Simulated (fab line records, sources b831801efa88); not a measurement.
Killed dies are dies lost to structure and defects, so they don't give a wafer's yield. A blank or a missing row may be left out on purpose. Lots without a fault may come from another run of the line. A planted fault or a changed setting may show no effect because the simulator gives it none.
fab line records | flow gf180mcu
record lots=5 wafers=23
route steps=602 shown CONTACT@291 V1@335 M2@363
start_h: hours from the record's first day to the start of the lot's first wafer shown | wait_h: hours since the lot's step before | " the same as in the row above | L1.1+2: a row that stands for several wafers | - no value, or no start given | * or withheld: withheld | < > ~ a bound
route shown NAME@n: a module of which the file shows steps, and the number in the route of the first | usual: mean/standard deviation of fault-free wafers | same: alike in all rows | chamber/n: place in a boat | sites: the reading at each site | _std_site: their standard deviation | _edge_site: outer sites' mean less inner sites' | radius_mm: how far each site lies from the wafer's centre | mask NAME#n: copy n | behind: the tool/chamber that last shaped the wafer | hold: why the lot was held/for how many hours/how that ended | device: the transistor (n, p or np) that didn't switch | end of line: the same wafers' tests at the end of the route | a step without rows: its recipe alone | killed: dies lost to structure and defects at the first sort, not the wafer's yield | map: a wafer's dies, x killed, . not, _ none there
set.NAME: the setting as run; set.NAME@STEP: as run at that earlier step | model.NAME: the simulator's own value behind a step, which no gauge read
lots whose settings were changed on purpose; a table a step, a row a wafer
## steps
# step GF_CONTACT_CMP_04
# recipe material=SiO2 down_force_psi=4 platen_rpm=60 pad_velocity_m_s=0.94248
# columns lot.wafer tool chamber start_h wait_h set.leave_above_ref_nm model.SiO2_of_CONTACT_CVD_02.thk_nm
L074.1+2 cmp-02 1,0 338.74 0.1 560 560
L074.3 " 2 " " 560 559.4
L074.4 " 3 " " 560 561.4
L074.5 " 2 " " 560 560.3
L075.2 cmp-01 2 348.21 0.0 560 561.1
L075.3+5 " 3 " " 560 562.2
L075.4 " 1 " " 560 562.3
L075.6 " 2 " " 560 563
L082.2 cmp-01 1 405.11 0.0 560 558.9
L082.4 " 2 " " 598.1 598.3
L082.1+3 " 3,0 " " 598.1 597.8
L082.5 " 2 " " 560 560.7
L084.2 cmp-01 2 432.57 0.0 560 559.7
L084.1 " 3 " " 560 560
L084.4 " 0 " " 578.5 576.8
L084.5 " 2 " " 578.5 578.4
L084.6 " 3 " " 578.5 579.5
L085.1 cmp-02 0 445.48 0.2 560 559.6
L085.3 " 1 " " 560 560.8
L085.5 " 2 " " 560 560.3
# step GF_CONTACT_PEB_12
# recipe peb_temp_c=135 peb_time_s=90 resist=KrF
# columns lot.wafer tool chamber start_h wait_h set.peb_temp_c
L074.1+2+3+4+5 litho_track-03 0 - - 135
L075.2+4+6 litho_track-03 0 - - 135
L075.3+5 " 0 " " 136.5
L082.1+3+5 litho_track-04 0 - - 135
L082.2+4 " 0 " " 131.9
L084.1+5+6 litho_track-04 0 - - 136.1
L084.2+4 " 0 " " 135
L085.1+3+5 litho_track-03 0 - - 135
# step GF_CONTACT_DEVELOP_13
# recipe develop_time_s=60 resist=KrF dev_temp_c=21
# step GF_CONTACT_CD_MEAS_14
# recipe target_cd_nm=220
# usual cd_nm=220.4/1.4
# columns lot.wafer tool chamber start_h wait_h set.peb_temp_c@CONTACT_PEB_12 cd_nm
L074.1 cd_sem-01 - 360.74 0.1 135 222.0
L074.2 " - " " 135 221.7
L074.3 " - " " 135 220.6
L074.4 " - " " 135 221.3
L074.5 " - " " 135 220.9
L075.2 cd_sem-01 - 370.66 0.1 135 220.4
L075.3 " - " " 136.5 222.9
L075.4 " - " " 135 218.1
L075.5 " - " " 136.5 224.0
L075.6 " - " " 135 220.7
L082.1 cd_sem-01 - 429.02 0.1 135 220.5
L082.2 " - " " 131.9 211.0
L082.3 " - " " 135 221.1
L082.4 " - " " 131.9 211.5
L082.5 " - " " 135 221.5
L084.1 cd_sem-01 - 457.22 0.1 136.1 224.0
L084.2 " - " " 135 222.8
L084.4 " - " " 135 223.2
L084.5 " - " " 136.1 226.6
L084.6 " - " " 136.1 225.9
L085.1 cd_sem-01 - 470.08 0.1 135 218.0
L085.3 " - " " 135 217.9
L085.5 " - " " 135 219.1
# step GF_CONTACT_ETCH_16
# recipe chemistry=N2/H2 target_depth_a=withheld overetch_a=withheld time_s=withheld target=BARC ion_energy_ev=200 source_w=500 bias_w=100 pressure_mtorr=30 n2_flow_sccm=100 h2_flow_sccm=200
# columns lot.wafer tool chamber start_h wait_h set.bias_w set.peb_temp_c@CONTACT_PEB_12 model.CONTACT.cd_nm
L074.1 rie_diel-03 0 360.89 0.0 109.5 135 221.6
L074.2 " 2 " " 100 135 222.3
L074.3 " 2 " " 100 135 221.2
L074.4 " 0 " " 109.5 135 221.2
L074.5 " 2 " " 100 135 221
L075.2 rie_diel-03 3 370.79 0.0 108.1 135 220.3
L075.3 " 0 " " 108.1 136.5 223
L075.4 " 0 " " 100 135 218.2
L075.5 " 3 " " 100 136.5 223.8
L075.6 " 2 " " 108.1 135 221
L082.1 rie_diel-04 3 429.18 0.0 94.64 135 220.4
L082.2 " 0 " " 94.64 131.9 210.9
L082.3 " 2 " " 100 135 221.1
L082.4 " 1 " " 100 131.9 211.2
L082.5 " 2 " " 94.64 135 221.3
L084.1 rie_diel-04 1 457.38 0.0 100 136.1 223.7
L084.2 " 0 " " 90.49 135 222.4
L084.4 " 1 " " 90.49 135 222.6
L084.5 " 0 " " 100 136.1 226.6
L084.6 " 2 " " 90.49 136.1 226.3
L085.1 rie_diel-04 1 470.24 0.0 100 135 217.2
L085.3 " 0 " " 100 135 217.8
L085.5 " 1 " " 100 135 218.7
# step GF_CONTACT_ETCH_17
# recipe chemistry=C4F8/O2/Ar mask_material=KrF target=SiO2 stop_on=CoSi2 source_w=1500 bias_w=1200 pressure_mtorr=40 c4f8_flow_sccm=withheld O2_flow_sccm=6 Ar_flow_sccm=300 time_s=withheld target_depth_a=8600
# columns lot.wafer tool chamber start_h wait_h set.leave_above_ref_nm@CONTACT_CMP_04 set.peb_temp_c@CONTACT_PEB_12 model.CONTACT.feature_depth_nm model.etch.depth_nm model.CONTACT.cd_nm
L074.1 rie_diel-03 0 - - 560 135 863.9 - 221.1
L074.2 " 2 " " 560 135 865.6 865.6 222.4
L074.3 " 2 " " 560 135 863 - 221.2
L074.4 " 0 " " 560 135 863.3 863.3 220.8
L074.5 " 2 " " 560 135 867 - 221.1
L075.2 rie_diel-03 3 - - 560 135 859.9 - 220.7
L075.3 " 0 " " 560 136.5 867.5 - 223.1
L075.4 " 0 " " 560 135 859.5 859.5 218.4
L075.5 " 3 " " 560 136.5 859.2 - 224.5
L075.6 " 2 " " 560 135 861.2 - 222
L082.1 rie_diel-04 3 - - 598.1 135 900.6 - 220.5
L082.2 " 0 " " 560 131.9 860.1 - 211
L082.3 " 2 " " 598.1 135 900.9 - 221
L082.4 " 1 " " 598.1 131.9 896.3 896.3 211.3
L082.5 " 2 " " 560 135 864.4 864.4 221
L084.1 rie_diel-04 1 - - 560 136.1 858.8 858.8 224.4
L084.2 " 0 " " 560 135 861.5 861.5 222.9
L084.4 " 1 " " 578.5 135 877.4 877.4 223.3
L084.5 " 0 " " 578.5 136.1 878.2 878.2 227
L084.6 " 2 " " 578.5 136.1 879.9 879.9 226.9
L085.1 rie_diel-04 1 - - 560 135 858.8 858.8 217.2
L085.3 " 0 " " 560 135 861.2 861.2 218
L085.5 " 1 " " 560 135 860.3 860.3 218.2
# step GF_CONTACT_CVD_24
# recipe material=W target_thk_nm=300 time_s=90.339 temp_c=400 pressure_torr=40
# columns lot.wafer tool chamber start_h wait_h set.temp_c model.W_of_CONTACT_CVD_24.thk_nm
L074.1 cvd_w-02 0 361.64 0.0 400 298.5
L074.2 " 1 " " 405.4 330.2
L074.3 " 0 " " 405.4 329.4
L074.4 " 1 " " 405.4 324.9
L074.5 " 0 " " 400 293.7
L075.2 cvd_w-01 0 371.45 0.0 400 299.5
L075.3 " 1 " " 411.9 364.5
L075.4 " 0 " " 411.9 366.1
L075.5 " 1 " " 400 297.9
L075.6 " 0 " " 400 296.2
L082.1 cvd_w-02 1 429.74 0.0 400 305.6
L082.2 " 0 " " 400 305.5
L082.3 " 1 " " 400 306.5
L082.4 " 0 " " 400 303.6
L082.5 " 1 " " 400 305.7
L084.1 cvd_w-02 1 457.94 0.0 410.5 359.8
L084.2 " 0 " " 410.5 358.9
L084.4 " 0 " " 400 298.9
L084.5 " 0 " " 410.5 361.9
L084.6 " 1 " " 400 301.1
L085.1 cvd_w-02 0 470.80 0.0 400 298.6
L085.3 " 1 " " 400 302
L085.5 " 0 " " 400 303.7
# step GF_CONTACT_RS_MEAS_25
# recipe thk_meas_gauge=four-point-probe reads=W_of_CONTACT_CVD_24+TiN_of_CONTACT_SPUTTER_23+Ti_of_CONTACT_SPUTTER_22
# usual CONTACT_W_RS=0.383/0.0043
# columns lot.wafer tool chamber start_h wait_h set.temp_c@CONTACT_CVD_24 CONTACT_W_RS[ohm/sq]
L074.1 film_metro-01 - 361.74 0.1 400 0.385
L074.2 " - " " 405.4 0.347
L074.3 " - " " 405.4 0.348
L074.4 " - " " 405.4 0.353
L074.5 " - " " 400 0.390
L075.2 film_metro-02 - 371.57 0.1 400 0.382
L075.3 " - " " 411.9 0.314
L075.4 " - " " 411.9 0.312
L075.5 " - " " 400 0.387
L075.6 " - " " 400 0.387
L082.1 film_metro-03 - 429.84 0.1 400 0.374
L082.2 " - " " 400 0.375
L082.3 " - " " 400 0.374
L082.4 " - " " 400 0.377
L082.5 " - " " 400 0.374
L084.1 film_metro-01 - 458.04 0.1 410.5 0.318
L084.2 " - " " 410.5 0.319
L084.4 " - " " 400 0.383
L084.5 " - " " 410.5 0.316
L084.6 " - " " 400 0.381
L085.1 film_metro-02 - 470.90 0.1 400 0.383
L085.3 " - " " 400 0.380
L085.5 " - " " 400 0.378
# step GF_CONTACT_THK_MEAS_26
# recipe thk_meas_gauge=xrf reads=W_of_CONTACT_CVD_24
# usual CONTACT_W_THK=302/3.6
# columns lot.wafer tool chamber start_h wait_h set.temp_c@CONTACT_CVD_24 CONTACT_W_THK[nm]
L074.1 film_metro-01 - 361.86 0.1 400 300
L074.2 " - " " 405.4 333
L074.3 " - " " 405.4 332
L074.4 " - " " 405.4 328
L074.5 " - " " 400 294
L075.2 film_metro-02 - 371.68 0.1 400 305
L075.3 " - " " 411.9 376
L075.4 " - " " 411.9 375
L075.5 " - " " 400 304
L075.6 " - " " 400 302
L082.1 film_metro-03 - 429.96 0.1 400 307
L082.2 " - " " 400 308
L082.3 " - " " 400 309
L082.4 " - " " 400 305
L082.5 " - " " 400 306
L084.1 film_metro-01 - 458.16 0.1 410.5 363
L084.2 " - " " 410.5 362
L084.4 " - " " 400 300
L084.5 " - " " 410.5 366
L084.6 " - " " 400 305
L085.1 film_metro-02 - 471.02 0.1 400 304
L085.3 " - " " 400 309
L085.5 " - " " 400 310
# step GF_V1_CVD_00
# recipe material=SiO2 target_thk_nm=600 sigma_open_frac=0.3 temp_c=400 time_s=100 sih4_flow_sccm=60 pressure_mtorr=6
# columns lot.wafer tool chamber start_h wait_h set.sih4_flow_sccm model.SiO2_of_V1_CVD_00.thk_nm
L074.1 hdpcvd-02 0 384.54 0.0 60 594.7
L074.2 " 1 " " 52.06 513.3
L074.3 " 2 " " 60 604.3
L074.4 " 1 " " 52.06 515.8
L074.5 " 2 " " 52.06 521.9
L075.2 hdpcvd-01 0 395.35 0.0 68.2 690.2
L075.3 " 1 " " 60 617
L075.4 " 1 " " 60 610.4
L075.5 " 0 " " 68.2 688.3
L075.6 " 2 " " 60 613.9
L082.1 hdpcvd-02 1 455.35 0.0 60 599.6
L082.2 " 0 " " 60 595.3
L082.3 " 2 " " 67.09 672.2
L082.4 " 1 " " 67.09 668.6
L082.5 " 2 " " 67.09 667.1
L084.1 hdpcvd-01 1 484.25 0.0 60 606.3
L084.2 " 2 " " 66.81 674.8
L084.4 " 2 " " 60 602.6
L084.5 " 2 " " 66.81 673.1
L084.6 " 1 " " 60 614.7
L085.1 hdpcvd-02 2 496.40 0.0 60 602
L085.3 " 0 " " 60 595.1
L085.5 " 0 " " 60 593.8
# step GF_V1_THK_MEAS_01
# recipe reads=SiO2_of_V1_CVD_00
# usual V1_CVD_00_THK=599/6.5
# columns lot.wafer tool chamber start_h wait_h set.sih4_flow_sccm@V1_CVD_00 V1_CVD_00_THK[nm]
L074.1 film_metro-04 - 384.61 0.0 60 594
L074.2 " - " " 52.06 513
L074.3 " - " " 60 604
L074.4 " - " " 52.06 516
L074.5 " - " " 52.06 522
L075.2 film_metro-02 - 395.44 0.0 68.2 691
L075.3 " - " " 60 618
L075.4 " - " " 60 610
L075.5 " - " " 68.2 688
L075.6 " - " " 60 614
L082.1 film_metro-02 - 455.43 0.0 60 600
L082.2 " - " " 60 596
L082.3 " - " " 67.09 672
L082.4 " - " " 67.09 668
L082.5 " - " " 67.09 667
L084.1 film_metro-02 - 484.36 0.1 60 606
L084.2 " - " " 66.81 675
L084.4 " - " " 60 603
L084.5 " - " " 66.81 674
L084.6 " - " " 60 614
L085.1 film_metro-04 - 496.47 0.0 60 602
L085.3 " - " " 60 595
L085.5 " - " " 60 594
# step GF_V1_COAT_09
# recipe resist=KrF spin_rpm=withheld resist_thk_nm=1000
# columns lot.wafer tool chamber start_h wait_h set.resist_thk_nm model.KrF_of_V1_COAT_09.thk_nm
L074.1 litho_track-04 0 - - 1022 1020
L074.2 " 0 " " 1022 1022
L074.3 " 0 " " 1000 1002
L074.4 " 0 " " 1000 1001
L074.5 " 0 " " 1000 1000
L075.2 litho_track-03 0 - - 1000 997.8
L075.3 " 0 " " 1000 997.2
L075.4 " 0 " " 1000 997
L075.5 " 0 " " 951.7 951.3
L075.6 " 0 " " 951.7 949.7
L082.1 litho_track-04 0 - - 1000 996.5
L082.2+3 " 0 " " 1025 1022
L082.4 " 0 " " 1000 993.7
L082.5 " 0 " " 1025 1024
L084.1 litho_track-01 0 - - 1000 1006
L084.2+4+5+6 " 0 " " 1000 1005
L085.1 litho_track-04 0 - - 1000 1000
L085.3 " 0 " " 1000 999.5
L085.5 " 0 " " 1000 997.1
# step GF_V1_SOFTBAKE_10
# recipe temp_c=130 time_s=60 resist=KrF
# step GF_V1_EXPOSE_11
# recipe mask_id=Via1 target_cd_nm=260 na=0.68 source_shape=conventional sigma_outer=0.6 dose_mj=38
# step GF_V1_ETCH_16
# recipe chemistry=N2/H2 target_depth_a=withheld overetch_a=withheld time_s=withheld target=BARC ion_energy_ev=200 source_w=500 bias_w=100 pressure_mtorr=30 n2_flow_sccm=100 h2_flow_sccm=200
# step GF_V1_ETCH_17
# recipe chemistry=C4F8/O2/Ar mask_material=KrF target=SiO2 stop_on=TiN source_w=1500 bias_w=1200 pressure_mtorr=40 c4f8_flow_sccm=withheld O2_flow_sccm=6 Ar_flow_sccm=300 time_s=withheld target_depth_a=6300
# step GF_V1_STRIP_18
# recipe chemistry=O2/N2 power_w=1432 pressure_mtorr=1500 platen_temp_c=250 o2_flow_sccm=3000 n2_flow_sccm=300 overash_fraction=0.5
# usual oes_product_au=0.592/0.0046
# columns lot.wafer tool chamber start_h wait_h set.resist_thk_nm@V1_COAT_09 oes_product_au
L074.1 plasma_asher-04 0 409.61 - 1022 0.608
L074.2 " 1 " " 1022 0.606
L074.3 " 0 " " 1000 0.588
L074.4 " 1 " " 1000 0.584
L074.5 " 1 " " 1000 0.596
L075.2 plasma_asher-04 1 419.57 - 1000 0.592
L075.3 " 1 " " 1000 0.589
L075.4 " 0 " " 1000 0.597
L075.5 " 1 " " 951.7 0.571
L075.6 " 0 " " 951.7 0.565
L082.1 plasma_asher-04 0 479.87 - 1000 0.586
L082.2 " 1 " " 1025 0.597
L082.3 " 1 " " 1025 0.602
L082.4 " 0 " " 1000 0.592
L082.5 " 1 " " 1025 0.601
L084.1 plasma_asher-01 1 508.58 - 1000 0.601
L084.2 " 0 " " 1000 0.590
L084.4 " 1 " " 1000 0.594
L084.5 " 0 " " 1000 0.599
L084.6 " 1 " " 1000 0.594
L085.1 plasma_asher-01 1 520.72 - 1000 0.593
L085.3 " 0 " " 1000 0.594
L085.5 " 1 " " 1000 0.596
# step GF_V1_SPUTTER_22
# recipe material=TiN target_thk_nm=10 chamber_pressure_pa=5 power_w=4000 time_s=40
# columns lot.wafer tool chamber start_h wait_h set.chamber_pressure_pa model.TiN_of_V1_SPUTTER_22.thk_nm
L074.1 pvd_sputter-04 - 410.20 0.0 5.574 8.977
L074.2 " - " " 5.574 8.934
L074.3 " - " " 5.574 8.883
L074.4 " - " " 5.574 8.91
L074.5 " - " " 5.574 9.053
L075.2 pvd_sputter-04 - 420.26 0.0 5 9.62
L075.3 " - " " 5 9.668
L075.4 " - " " 5 9.722
L075.5 " - " " 5 9.599
L075.6 " - " " 5 9.633
L082.1 pvd_sputter-04 - 480.47 0.0 5 9.786
L082.2 " - " " 5 9.75
L082.3 " - " " 5 9.752
L082.4 " - " " 5 9.818
L082.5 " - " " 5 9.698
L084.1+6 pvd_sputter-03 - 509.18 0.0 4.754 10.47
L084.2+4 " - " " 4.754 10.49
L084.5 " - " " 4.754 10.54
L085.1 pvd_sputter-02 - 521.35 0.0 5 10.19
L085.3 " - " " 5 10.25
L085.5 " - " " 5 10.28
# step GF_M2_SPUTTER_01
# recipe material=TiN target_thk_nm=30 power_w=6500 time_s=25 chamber_pressure_pa=0.4
# columns lot.wafer tool chamber start_h wait_h set.power_w model.TiN_of_M2_SPUTTER_01.thk_nm
L074.1 pvd_sputter-01 - 410.93 0.1 6500 30.35
L074.2 " - " " 6213 28.76
L074.3 " - " " 6213 28.89
L074.4 " - " " 6500 30.13
L074.5 " - " " 6500 30.16
L075.2 pvd_sputter-03 - 420.99 0.1 6095 28.2
L075.3 " - " " 6500 30.08
L075.4 " - " " 6500 30.3
L075.5 " - " " 6095 28.59
L075.6 " - " " 6095 28.63
L082.1 pvd_sputter-01 - 481.20 0.1 6500 30.22
L082.2 " - " " 6500 30.16
L082.3 " - " " 6228 28.8
L082.4 " - " " 6500 30.44
L082.5 " - " " 6228 29.15
L084.1 pvd_sputter-04 - 509.92 0.1 6500 29.54
L084.2 " - " " 6500 29.56
L084.4 " - " " 6500 29.52
L084.5 " - " " 6500 29.59
L084.6 " - " " 6500 29.68
L085.1 pvd_sputter-03 - 522.08 0.1 6500 30.28
L085.3 " - " " 6500 30.61
L085.5 " - " " 6500 30.14
# step GF_M2_METAL_ETCH_16
# recipe chemistry=Cl2/BCl3 mask_material=KrF target_depth_nm=627.5 stop_on=SiO2 pressure_mtorr=8 icp_w=800 bias_w=140 Cl2_flow_sccm=80 bcl3_flow_sccm=40 time_s=104.6
# columns lot.wafer tool chamber start_h wait_h set.time_s model.KrF_of_M2_COAT_09.thk_nm
L074.1 rie_metal-04 0 434.13 0.0 104.6 732.2
L074.2 " 1 " " 104.6 733.7
L074.3 " 0 " " 104.6 731
L074.4 " 1 " " 104.6 734.3
L074.5 " 0 " " 104.6 732.3
L075.2+6 rie_metal-03 0 445.49 0.1 104.6 -
L075.3 " 0 " " 93.09 759.2
L075.4 " 0 " " 93.09 755.4
L075.5 " 0 " " 93.09 -
L082.1 rie_metal-02 1 504.99 0.0 104.6 731.6
L082.2 " 0 " " 104.6 731.5
L082.3 " 1 " " 97.69 746.6
L082.4 " 0 " " 97.69 752.9
L082.5 " 0 " " 104.6 733.7
L084.1 rie_metal-04 0 533.18 0.0 117.9 706.8
L084.2 " 1 " " 104.6 739.7
L084.4 " 0 " " 117.9 707.6
L084.5 " 1 " " 117.9 703
L084.6 " 0 " " 104.6 739.8
L085.1 rie_metal-02 1 544.61 0.0 104.6 735.5
L085.3 " 0 " " 104.6 734.7
L085.5 " 0 " " 104.6 738.5
# step GF_M2_STRIP_17
# recipe chemistry=O2/N2 power_w=1400 pressure_mtorr=1500 platen_temp_c=250 o2_flow_sccm=3000 n2_flow_sccm=300 overash_fraction=0.5
# usual strip_time_to_endpoint_s=7.878/0.028
# columns lot.wafer tool chamber start_h wait_h set.time_s@M2_METAL_ETCH_16 strip_time_to_endpoint_s
L074.1 plasma_asher-03 1 434.24 0.1 104.6 7.853
L074.2 " 0 " " 104.6 7.851
L074.3 " 1 " " 104.6 7.836
L074.4 " 0 " " 104.6 7.875
L074.5 " 0 " " 104.6 7.839
L075.2 plasma_asher-04 0 445.68 0.1 104.6 7.875
L075.3 " 1 " " 93.09 8.100
L075.4 " 0 " " 93.09 8.068
L075.5 " 1 " " 93.09 8.133
L075.6 " 0 " " 104.6 7.854
L082.1 plasma_asher-03 0 505.11 0.1 104.6 7.848
L082.2 " 1 " " 104.6 7.842
L082.3 " 1 " " 97.69 7.971
L082.4 " 0 " " 97.69 8.067
L082.5 " 0 " " 104.6 7.869
L084.1 plasma_asher-02 1 533.29 0.1 117.9 7.612
L084.2 " 0 " " 104.6 7.920
L084.4 " 1 " " 117.9 7.613
L084.5 " 1 " " 117.9 7.557
L084.6 " 0 " " 104.6 7.913
L085.1 plasma_asher-04 0 544.72 0.1 104.6 7.881
L085.3 " 1 " " 104.6 7.876
L085.5 " 0 " " 104.6 7.898
## key
split step=GF_CONTACT_CMP_04 setting=leave_above_ref_nm stated=560 by=wafer
response step=GF_CONTACT_CMP_04 reading=model.SiO2_of_CONTACT_CVD_02.thk_nm change=+5.6 per=1% r=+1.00
response step=GF_CONTACT_ETCH_17 reading=model.CONTACT.feature_depth_nm change=+5.46 per=1% r=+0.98
response step=GF_CONTACT_ETCH_17 reading=model.etch.depth_nm change=+4.99 per=1% r=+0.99
split step=GF_CONTACT_PEB_12 setting=peb_temp_c stated=135 by=wafer
response step=GF_CONTACT_CD_MEAS_14 reading=cd_nm change=+3.99 per=1% r=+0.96
response step=GF_CONTACT_ETCH_16 reading=model.CONTACT.cd_nm change=+4.07 per=1% r=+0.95
response step=GF_CONTACT_ETCH_17 reading=model.CONTACT.cd_nm change=+3.97 per=1% r=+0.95
split step=GF_CONTACT_ETCH_16 setting=bias_w stated=100 by=wafer
response none clear
split step=GF_CONTACT_CVD_24 setting=temp_c stated=400 by=wafer
response step=GF_CONTACT_CVD_24 reading=model.W_of_CONTACT_CVD_24.thk_nm change=+22.9 per=1% r=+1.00
response step=GF_CONTACT_RS_MEAS_25 reading=CONTACT_W_RS change=-0.0247 per=1% r=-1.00
response step=GF_CONTACT_THK_MEAS_26 reading=CONTACT_W_THK change=+23.9 per=1% r=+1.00
split step=GF_V1_CVD_00 setting=sih4_flow_sccm stated=60 by=wafer
response step=GF_V1_CVD_00 reading=model.SiO2_of_V1_CVD_00.thk_nm change=+5.91 per=1% r=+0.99
response step=GF_V1_THK_MEAS_01 reading=V1_CVD_00_THK change=+5.9 per=1% r=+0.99
split step=GF_V1_COAT_09 setting=resist_thk_nm stated=1000 by=wafer
response step=GF_V1_COAT_09 reading=model.KrF_of_V1_COAT_09.thk_nm change=+9.82 per=1% r=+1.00
response step=GF_V1_STRIP_18 reading=oes_product_au change=+0.00539 per=1% r=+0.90
split step=GF_V1_SPUTTER_22 setting=chamber_pressure_pa stated=5 by=lot
response step=GF_V1_SPUTTER_22 reading=model.TiN_of_V1_SPUTTER_22.thk_nm change=-0.0887 per=1% r=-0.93
split step=GF_M2_SPUTTER_01 setting=power_w stated=6500 by=wafer
response step=GF_M2_SPUTTER_01 reading=model.TiN_of_M2_SPUTTER_01.thk_nm change=+0.293 per=1% r=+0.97
split step=GF_M2_METAL_ETCH_16 setting=time_s stated=104.6 by=wafer
response step=GF_M2_METAL_ETCH_16 reading=model.KrF_of_M2_COAT_09.thk_nm change=-2.66 per=1% r=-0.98
response step=GF_M2_STRIP_17 reading=strip_time_to_endpoint_s change=* per=1% r=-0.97
